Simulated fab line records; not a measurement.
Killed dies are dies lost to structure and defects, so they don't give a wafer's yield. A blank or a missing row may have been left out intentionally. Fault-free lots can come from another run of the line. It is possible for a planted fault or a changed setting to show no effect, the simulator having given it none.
Which of the tools did it? | flow gf180mcu | 13 lots with 39 wafers sampled at 2 steps, on a route of 602 steps

## WHAT EACH GAUGE READ, for each wafer
GF_V5_OVL_MEAS_15. Usual: for V5_OVL the level is 0 nm and the standard deviation is 7.6.
lot  | measured     | on         | V5_OVL (nm) | flag
L973 | day 27 06:58 | overlay-01 | -3 16 8     |
L974 | day 27 13:09 | overlay-01 | -9 -13 -13  |
L975 | day 27 21:03 | overlay-01 | -4 4 2      |
L976 | day 28 09:07 | overlay-01 | -2 5 0      |
L977 | day 28 17:53 | overlay-01 | 1 -3 -1     |
L978 | day 28 20:36 | overlay-02 | -7 -5 -6    |
L981 | day 29 17:00 | overlay-01 | 11 4 6      |
L982 | day 29 22:39 | overlay-01 | 15 10 8     |
L986 | day 31 02:10 | overlay-01 | -1 -6 1     |
L987 | day 31 11:39 | overlay-02 | 12 2 9      |
L993 | day 33 00:06 | overlay-02 | -5 -3 10    |
L995 | day 33 08:12 | overlay-01 | -8 -9 -4    |
L996 | day 33 13:02 | overlay-02 | -3 -5 3     |

## EACH LOT AND THE TOOL THAT RAN IT (in order: tool; ch and the chambers of the sampled wafers; start)
lot  | GF_DUAL_GATE_STRIP_13
L973 | plasma asher-02 ch 0, day 8 08:51
L974 | plasma asher-03 ch 1, day 8 16:38
L975 | plasma asher-02 ch 0,1, day 8 21:53
L976 | plasma asher-03 ch 0,1, day 9 08:03
L977 | plasma asher-04 ch 1, day 9 16:17
L978 | plasma asher-02 ch 0,1, day 9 20:50
L981 | plasma asher-02 ch 0,1, day 10 14:58
L982 | plasma asher-02 ch 0,1, day 10 21:56
L986 | plasma asher-02 ch 0,1, day 12 03:04
L987 | plasma asher-02 ch 0,1, day 12 09:48
L993 | plasma asher-04 ch 0, day 14 03:35
L995 | plasma asher-04 ch 0, day 14 18:39
L996 | plasma asher-03 ch 0,1, day 14 23:59
- GF_DUAL_GATE_STRIP_13: strips in O2/N2.

## WHAT THE TOOLS THEMSELVES READ (means of the sampled wafers that have a number; where no wafer has one, the mark that the record gives instead)
GF_DUAL_GATE_STRIP_13. Usual: drypump motor current A 5.6 A, standard deviation 0.58; heater power w 334 W, standard deviation 39; oes product au 0.717 a.u., standard deviation 0.0048; strip time to endpoint s 12.65 s, standard deviation 0.032.
lot  | tool            | drypump motor current A (A) | heater power w (W) | oes product au (a.u.) | strip time to endpoint s (s) | flag
L973 | plasma asher-02 | 6.3                         | 326                | 0.715                 | 12.66                        |
L974 | plasma asher-03 | 5.9                         | 293                | 0.709                 | 12.63                        |
L975 | plasma asher-02 | 6.0                         | 323                | 0.713                 | 12.65                        |
L976 | plasma asher-03 | 5.3                         | 330                | 0.714                 | 12.62                        |
L977 | plasma asher-04 | 5.7                         | 421                | 0.717                 | 12.60                        |
L978 | plasma asher-02 | 6.0                         | 323                | 0.717                 | 12.65                        |
L981 | plasma asher-02 | 6.2                         | 322                | 0.718                 | 12.66                        |
L982 | plasma asher-02 | 6.0                         | 325                | 0.717                 | 12.60                        |
L986 | plasma asher-02 | 6.0                         | 330                | 0.719                 | 12.66                        |
L987 | plasma asher-02 | 6.2                         | 327                | 0.716                 | 12.66                        |
L993 | plasma asher-04 | 4.6                         | 314                | 0.719                 | 12.64                        |
L995 | plasma asher-04 | 4.6                         | 311                | 0.713                 | 12.66                        |
L996 | plasma asher-03 | 5.5                         | 308                | 0.720                 | 12.64                        |

## THE ANSWER, worked out from the rows above alone
Rule: lot off if the mean of its wafers having a number is beyond 3 standard deviations from the usual mean. A lot without any number at a reading at which 4 lots or more have one is off too. Where the step has rows for the other lots, those lots are counted as sound. The gauges are gone through in route order, then the tools' own readings, and for those a lot's mean is taken as printed above. The first step at which some lot is off is used, and at that step the reading that is off furthest; a lot without a number counts as furthest.
No lot is off on any of the readings shown, so nothing can be concluded from this.

## WHAT WAS PUT IN BY THE SIMULATOR
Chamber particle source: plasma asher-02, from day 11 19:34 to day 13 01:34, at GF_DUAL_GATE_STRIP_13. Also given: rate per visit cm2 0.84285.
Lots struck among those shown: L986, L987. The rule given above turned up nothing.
